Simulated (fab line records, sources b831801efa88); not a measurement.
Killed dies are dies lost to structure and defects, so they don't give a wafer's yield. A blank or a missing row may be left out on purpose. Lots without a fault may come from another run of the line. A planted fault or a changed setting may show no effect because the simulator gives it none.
Which tool did it? | flow sky130 | 6 lots, 18 wafers sampled, at 2 steps of a route of 708

WHAT THE GAUGES READ, wafer by wafer
SKY_VT_ADJUST_HVTR_TW_MEAS_11.
lot  | measured     | on            | VT_ADJUST_HVTR_TW
L987 | day 9 21:46  | film_metro-01 | 212.0 211.6 212.1
L991 | day 11 02:06 | film_metro-02 | 209.6 210.0 210.2
L996 | day 12 11:28 | film_metro-02 | 209.8 209.7 210.5
L998 | day 13 01:28 | film_metro-03 | 210.0 209.3 209.8
L107 | day 15 20:19 | film_metro-01 | 198.7 196.9 199.3
L109 | day 17 02:50 | film_metro-01 | 208.2 209.5 209.1

WHICH TOOL RAN EACH LOT (tool, then ch and the chambers of the sampled wafers, then the start)
lot  | SKY_VT_ADJUST_HVTR_IMPLANT_09
L987 | implanter-03 ch 0, day 9 21:32
L991 | implanter-04 ch 0, day 11 01:52
L996 | implanter-03 ch 0, day 12 11:15
L998 | implanter-04 ch 0, day 13 01:14
L107 | implanter-04 ch 0, day 15 20:05
L109 | implanter-03 ch 0, day 17 02:35
- SKY_VT_ADJUST_HVTR_IMPLANT_09

THE ANSWER, worked out from the rows above alone
Rule: what is usual is taken from the lots themselves. Put in order of their means at a reading, lots are off if they are a third of the lots or fewer, leave a main group of 4 or more, and stand apart from it by a gap of 3 or more times the standard deviation of the main group's means; of several such gaps the widest counts. A main group whose means are all the same, to the digits that the tables above print for the reading, isn't used. A lot without any number at a reading at which 4 lots or more have one is off too. The other lots that the step has rows for count as sound.
Off: L107, at SKY_VT_ADJUST_HVTR_TW_MEAS_11 (VT_ADJUST_HVTR_TW). The main group: mean 210.1, standard deviation 0.98.
A tool fits if, at a process step before that reading, it ran every lot that is off, and no sound lot after the first of them. The gauges at SKY_VT_ADJUST_HVTR_TW_MEAS_11 are tried like those tools. One fits: implanter-04 at SKY_VT_ADJUST_HVTR_IMPLANT_09. Its last sound lot is L998 (day 13 01:14), its first lot that is off L107 (day 15 20:05): a fault that began between those two fits.

WHAT THE SIMULATOR HAD PUT IN
Process parameter drift: implanter-04, from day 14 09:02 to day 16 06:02, at SKY_VT_ADJUST_HVTR_IMPLANT_09. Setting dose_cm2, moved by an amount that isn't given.
Lots struck among those shown: L107. The rule above found the same.
